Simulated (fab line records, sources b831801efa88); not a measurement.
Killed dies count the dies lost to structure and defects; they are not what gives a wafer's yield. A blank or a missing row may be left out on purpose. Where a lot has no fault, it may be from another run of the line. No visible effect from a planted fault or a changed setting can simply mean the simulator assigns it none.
Code-filled problem report in 8D (eight disciplines) form -- flow sky130 -- the parts of the form that need people (team, actions taken, sign-off) are left out

## 1. THE ISSUE
VIA4_W_RS at SKY_VIA4_RS_MEAS_19 reads a mean of 0.1341 ohm/sq on 2 wafers of 1 lot; wafers without a fault read 0.2270 ohm/sq with a standard deviation of 0.0021. Relative to the usual mean, that is a shift of -44 standard deviations.
The step: measures by four-point-probe.
The first sign was on wafer L482.1 at day 46 20:22, on film_metro-01. At this step, 14 wafers from 5 lots have a number in the record. The rule behind "out" and "out of limits": a value lying over 4 standard deviations away from the usual mean. The other wafers with a number count as sound.

## 2. WHAT IT IS; WHAT IT IS NOT
question,is,is not
which readings at this step,VIA4_W_RS,-
which lots,L482,"L471, L486, L487, L494"
which wafers of those lots,all that have a number,-
read on which gauges,film_metro-01,"film_metro-03, film_metro-04"
when,from day 46 20:22,"up to then (3 sound wafers); but 9 sound wafers of L486, L487, L494 came after"

## 3. THE SUSPECTS, EACH WITH WHAT RULES IT OUT
Counting: a tool at a process step up to the reading stays a suspect if it ran every lot that is out and no sound lot after the first of them.
- the gauge at SKY_VIA4_RS_MEAS_19 has been ruled out. All the wafers that are out were read on film_metro-01, but those of them that SKY_VIA4_CMP_21 has rows for are out there too, on other tools.
- rie_diel-02 at SKY_VIA4_ETCH_12 (etches SiO2 in C4F8/O2/Ar, stops on TiN, target depth 580 nm): ruled out as a lasting fault. After its first lot that is out, L482 (day 46 19:26), sound lots L486, L487 ran on it.
- plasma_asher-02 at SKY_VIA4_STRIP_13 (strips in O2/N2): ruled out as a lasting fault. After its first lot that is out, L482 (day 46 19:30), sound lots L494 ran on it.
- pvd_sputter-03 at SKY_VIA4_SPUTTER_17 (material TiN, target thk 20 nm, time 80 s): ruled out as a lasting fault. After its first lot that is out, L482 (day 46 20:10), sound lots L486 ran on it.
- cvd_w-01 at SKY_VIA4_CVD_18 (deposits W, target thk 505 nm, time 152.14 s): ruled out as a lasting fault. After its first lot that is out, L482 (day 46 20:13), sound lots L494 ran on it.
Left after counting: nothing in the record.

## 4. THE CAUSE (what the simulator had put in)
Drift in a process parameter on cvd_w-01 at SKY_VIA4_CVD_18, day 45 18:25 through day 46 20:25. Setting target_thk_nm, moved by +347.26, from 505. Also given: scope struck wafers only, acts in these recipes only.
The count ruled it out by mistake, since the rule takes a fault to strike every lot its tool runs from the start of the fault on, and this one did not do so.

## 5. THE CHAIN OF EFFECTS, in route order
One row per reading whose mean, taken over the struck wafers that have a number, lies over 3 standard deviations from the usual. Scope: only readings with a usual standard deviation given in the record; hours: median across lots of the time from each lot's start at the first step in this table that gives one to its start at this step; sigmas: change in usual standard deviations.
hours,step,reading,usual,on struck wafers,change,sigmas
0,SKY_VIA4_RS_MEAS_19,VIA4_W_RS,0.2270 ohm/sq,0.1341,-0.0930,-44
2,SKY_VIA4_THK_MEAS_20,VIA4_W_THK,502 nm,834,+332,+43
4,SKY_VIA4_CMP_21,time_to_endpoint_s,120 s,203,+83,+24
It contains these process steps:
- SKY_VIA4_CMP_21: polishes, stops on SiO2, t overpolish 25 s, target thk 0 nm.

## 6. HOW IT WOULD HAVE BEEN CAUGHT EARLIER
In this record the first reading out of limits at a measuring or inspecting step was taken at day 46 20:22, 26 hours after the fault began at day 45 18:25.
No tool reading at SKY_VIA4_CVD_18 that has a usual standard deviation in the record was out on any struck wafer, so an alarm limit of 4 standard deviations on those readings would not have fired.
